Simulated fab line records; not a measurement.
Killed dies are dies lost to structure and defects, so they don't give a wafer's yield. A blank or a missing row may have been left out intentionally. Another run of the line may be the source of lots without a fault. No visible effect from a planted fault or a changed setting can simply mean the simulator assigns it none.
Problem report in the 8D (eight disciplines) form, filled by code -- flow sfq line -- the parts of the form that need people (team, actions taken, sign-off) are left out

## 1. PROBLEM STATEMENT
oes product au at SFQ_TRILAYER_L0_VIA_ETCH_VIA_ETCH_016 reads a mean of 0.770 a.u. on 3 wafers of 3 lots; wafers without a fault read 0.843 a.u. with a standard deviation of 0.0079. Measured from the usual mean, that is -9.3 standard deviations.
The step: etches SiO2 in CHF3, stops on MoNx KI, target depth 80 nm.
The first sign was on wafer L897.2 at day 9 07:41, on rie diel-04. Wafers with a number at this step in the record: 44, from 15 lots. Rule for "out" (also "out of limits"): further than 4 standard deviations from the usual mean. The rest of the wafers with a number are treated as sound.

## 2. WHAT THIS IS AND IS NOT
question,is,is not
which readings at this step,oes product au,"chamber pressure mTorr, drypump motor current A"
which lots,"L897, L898, L899","L886, L887, L888, L889, L890, L892, L901, L903, L904, L905, L908, L909"
which wafers of those lots,"L897.2, L898.4, L899.4","L897.6, L898.1, L898.3, L899.3, L899.5"
read on which tools,"rie diel-02, rie diel-04",rie diel-03
when,from day 9 07:41,"up to then (19 sound wafers); but 22 sound wafers of L898, L899, L901, L903, L904, L905, L908, L909 came after"

## 3. SUSPECTS, AND WHAT RULES EACH OUT
Counting: any tool at a process step up to the reading remains a suspect provided it ran every lot that is out. Sound lots after the first of them don't rule it out here, since some wafers of a struck lot are sound.
- pecvd-02 at SFQ_TRILAYER_L0_CAP_PECVD_011 (deposits SiO2 from SiH4/N2O, time 13.333 s, target thk 60 nm): kept. Every lot that is out went through it, the first being L897 (day 4 12:07); the last sound lot it ran before that was L892 (day 3 09:18).
The count leaves pecvd-02 at SFQ_TRILAYER_L0_CAP_PECVD_011.

## 4. THE CAUSE (what the simulator had put in)
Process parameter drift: pecvd-02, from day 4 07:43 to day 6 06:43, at SFQ_TRILAYER_L0_CAP_PECVD_011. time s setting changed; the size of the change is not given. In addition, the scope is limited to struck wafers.
Counting left only this tool.

## 5. THE EFFECT CHAIN, in route order
Each row: a reading whose mean over the struck wafers that have a number lies more than 3 standard deviations from the usual. Only readings for which the record gives a usual standard deviation are gone through. hours: the time from each lot's start at the first step in this table that gives one to its start at this step, as a median over the lots. sigmas: the change in usual standard deviations.
hours,step,reading,usual,on struck wafers,change,sigmas
0,SFQ_TRILAYER_L0_VIA_ETCH_VIA_ETCH_016,oes product au,0.843 a.u.,0.770,-0.073,-9.3
Here are the process steps it includes:
- SFQ_TRILAYER_L0_VIA_ETCH_VIA_ETCH_016: etches SiO2 in CHF3, stops on MoNx KI, target depth 80 nm.
At these later measuring or inspecting steps, every struck wafer for which the step has a row has a number for every such reading, and none has moved that far: SFQ_I2_BOW_MEAS_917, SFQ_JJ_OVL_MEAS_931.

## 6. WHAT WOULD HAVE CAUGHT IT SOONER
120 hours passed between the start of the fault at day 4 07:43 and the first reading out of limits in this record, taken at day 9 07:41.
Tool readings at SFQ_TRILAYER_L0_CAP_PECVD_011 with a usual standard deviation given in the record: none out on any struck wafer, hence no alarm at a limit of 4 standard deviations on them.
All the lots that are out (3) had begun SFQ_TRILAYER_L0_CAP_PECVD_011 on pecvd-02 by day 9 07:41. Holding the tool at that point would not have protected any of them.
